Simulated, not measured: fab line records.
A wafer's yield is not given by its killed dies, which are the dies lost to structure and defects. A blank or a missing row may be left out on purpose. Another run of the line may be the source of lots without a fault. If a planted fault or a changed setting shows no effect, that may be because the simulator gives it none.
The tool behind it: which one?    flow sky130    33 wafers from 11 lots sampled at 4 of the route's 708 steps

WHAT THE GAUGES READ, wafer by wafer
SKY_CAPM_THK_MEAS_01. Usual: for CAPM_CVD_00_THK the level is 15.56 nm and the standard deviation is 0.28.
lot   measured      on            CAPM_CVD_00_THK (nm)  flag
L595  day 36 03:54  filmMetro-03  15.82 15.28 15.60     
L597  day 36 23:46  filmMetro-03  15.14 14.93 15.62     
L603  day 39 02:01  filmMetro-03  15.22 15.48 16.03     
L605  day 39 14:28  filmMetro-03  15.23 15.74 15.49     
L607  day 40 00:52  filmMetro-03  15.38 15.19 15.42     
L606  day 40 01:52  filmMetro-03  15.85 15.32 15.98     
L608  day 40 12:30  filmMetro-04  15.60 15.61 15.44     
L613  day 42 00:50  filmMetro-03  15.25 15.83 15.93     
L615  day 43 04:37  filmMetro-03  15.55 15.50 15.66     
L618  day 43 15:56  filmMetro-01  15.57 15.64 15.52     
L617  day 43 17:39  filmMetro-03  15.19 15.55 15.52     

SKY_METAL3_CD_MEAS_13 targets a cd of 300 nm. Usual: cdNm at 300.1 nm, with a standard deviation of 1.2.
lot   measured      on        cdNm (nm)          flag
L595  day 38 08:05  cdSem-02  299.9 299.2 298.1  
L597  day 39 03:55  cdSem-01  299.2 297.4 298.9  
L603  day 41 03:47  cdSem-01  300.5 302.0 301.5  
L605  day 41 16:08  cdSem-02  303.4 301.9 302.1  
L607  day 42 02:01  cdSem-01  303.5 304.0 304.0  OFF
L606  day 42 03:31  cdSem-02  304.6 305.7 305.6  OFF
L608  day 42 13:02  cdSem-02  300.0 299.2 298.3  
L613  day 43 23:34  cdSem-01  298.7 300.1 299.3  
L615  day 45 00:33  cdSem-02  299.6 300.6 298.0  
L618  day 45 11:24  cdSem-02  299.5 299.8 299.6  
L617  day 45 14:08  cdSem-02  300.1 300.2 300.2  

SKY_METAL3_OVL_MEAS_14. Usual: for METAL3_OVL the level is -2 nm and the standard deviation is 6.
lot   measured      on          METAL3_OVL (nm)  flag
L595  day 38 08:12  overlay-02  -4 -1 -7         
L597  day 39 04:02  overlay-01  -3 -4 -7         
L603  day 41 03:53  overlay-02  -6 -7 0          
L605  day 41 16:15  overlay-01  -11 -12 -9       
L607  day 42 02:08  overlay-02  5 2 -6           
L606  day 42 03:38  overlay-01  -1 -5 3          
L608  day 42 13:09  overlay-01  -8 -12 -8        
L613  day 43 23:41  overlay-01  4 -4 1           
L615  day 45 00:40  overlay-01  10 7 10          
L618  day 45 11:31  overlay-01  -4 -4 2          
L617  day 45 14:15  overlay-01  -2 -9 -9         

EACH LOT AND THE TOOL THAT RAN IT (in order: tool; ch and the chambers of the sampled wafers; start)
lot   SKY_METAL3_COAT_08
L595  lithoTrack-01 ch 0, day 37 18:00
L597  lithoTrack-04 ch 0, day 38 14:00
L603  lithoTrack-04 ch 0, day 40 15:00
L605  lithoTrack-04 ch 0, day 41 04:00
L607  lithoTrack-04 ch 0, day 41 14:00
L606  lithoTrack-04 ch 0, day 41 14:00
L608  lithoTrack-01 ch 0, day 42 01:00
L613  lithoTrack-01 ch 0, day 43 12:00
L615  lithoTrack-01 ch 0, day 44 14:00
L618  lithoTrack-03 ch 0, day 45 01:00
L617  lithoTrack-03 ch 0, day 45 03:00
- SKY_METAL3_COAT_08: resist thk 1140 nm.

WHAT THE TOOLS THEMSELVES READ (means of the sampled wafers that have a number; where no wafer has one, the mark that the record gives instead)
The record holds no such reading with a usual standard deviation.

THE ANSWER, worked out from the rows above alone
Rule: a lot is off if the mean of its wafers that have a number lies more than 3 standard deviations from the usual mean. Also off: a lot with no number at a reading for which 4 or more lots have one. Where the step has rows for the other lots, those lots are counted as sound. Order of review: gauges by route order, followed by the tools' own readings, for which a lot's mean as printed above is used. At the first step where some lot is off, the reading lying furthest off is the one used; lots without a number count as furthest.
Off, at SKY_METAL3_CD_MEAS_13 on cdNm: L607, L606.
A tool fits if, at a process step before that reading, it ran every lot that is off, and no sound lot after the first of them. The gauges at SKY_METAL3_CD_MEAS_13 are tried like those tools. One fits: lithoTrack-04 at SKY_METAL3_COAT_08. A fault onset in the window from L605 (day 41 04:00, its last sound lot) to L607 (day 41 14:00, its first lot off) fits.

WHAT THE SIMULATOR HAD PUT IN
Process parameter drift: lithoTrack-04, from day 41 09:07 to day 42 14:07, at SKY_METAL3_COAT_08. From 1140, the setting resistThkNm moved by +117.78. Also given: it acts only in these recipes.
Shown lots that were struck: L607, L606. The rule above reached the same finding.
